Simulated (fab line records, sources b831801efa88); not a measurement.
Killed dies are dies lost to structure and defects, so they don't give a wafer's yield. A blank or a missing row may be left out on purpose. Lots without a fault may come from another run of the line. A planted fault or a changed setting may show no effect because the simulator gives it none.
Which tool did it? | flow gf180mcu | 7 lots, 21 wafers sampled, at 1 step of a route of 602

WHAT THE GAUGES READ, wafer by wafer
GF_V4_CD_MEAS_14: target cd 260 nm.
lot  | measured     | on        | cd_nm (nm)
L927 | day 24 18:53 | cd_sem-01 | 259.6 259.4 258.2
L932 | day 26 08:56 | cd_sem-01 | 260.8 260.4 261.1
L935 | day 27 14:59 | cd_sem-02 | 257.7 258.9 259.0
L937 | day 28 01:51 | cd_sem-02 | 260.0 260.4 259.5
L939 | day 28 17:23 | cd_sem-01 | 260.5 260.6 261.4
L943 | day 29 17:02 | cd_sem-01 | 259.4 261.4 260.2
L946 | day 30 11:38 | cd_sem-01 | 260.7 260.3 261.0

WHICH TOOL RAN EACH LOT (tool, then ch and the chambers of the sampled wafers, then the start)
The record holds no process step before these readings.

THE ANSWER, worked out from the rows above alone
Rule: what is usual is taken from the lots themselves. Put in order of their means at a reading, lots are off if they are a third of the lots or fewer, leave a main group of 4 or more, and stand apart from it by a gap of 3 or more times the standard deviation of the main group's means; of several such gaps the widest counts. A main group whose means are all the same, to the digits that the tables above print for the reading, isn't used. A lot without any number at a reading at which 4 lots or more have one is off too. The other lots that the step has rows for count as sound.
No lot is off at any reading shown: from this, nothing can be told.

WHAT THE SIMULATOR HAD PUT IN
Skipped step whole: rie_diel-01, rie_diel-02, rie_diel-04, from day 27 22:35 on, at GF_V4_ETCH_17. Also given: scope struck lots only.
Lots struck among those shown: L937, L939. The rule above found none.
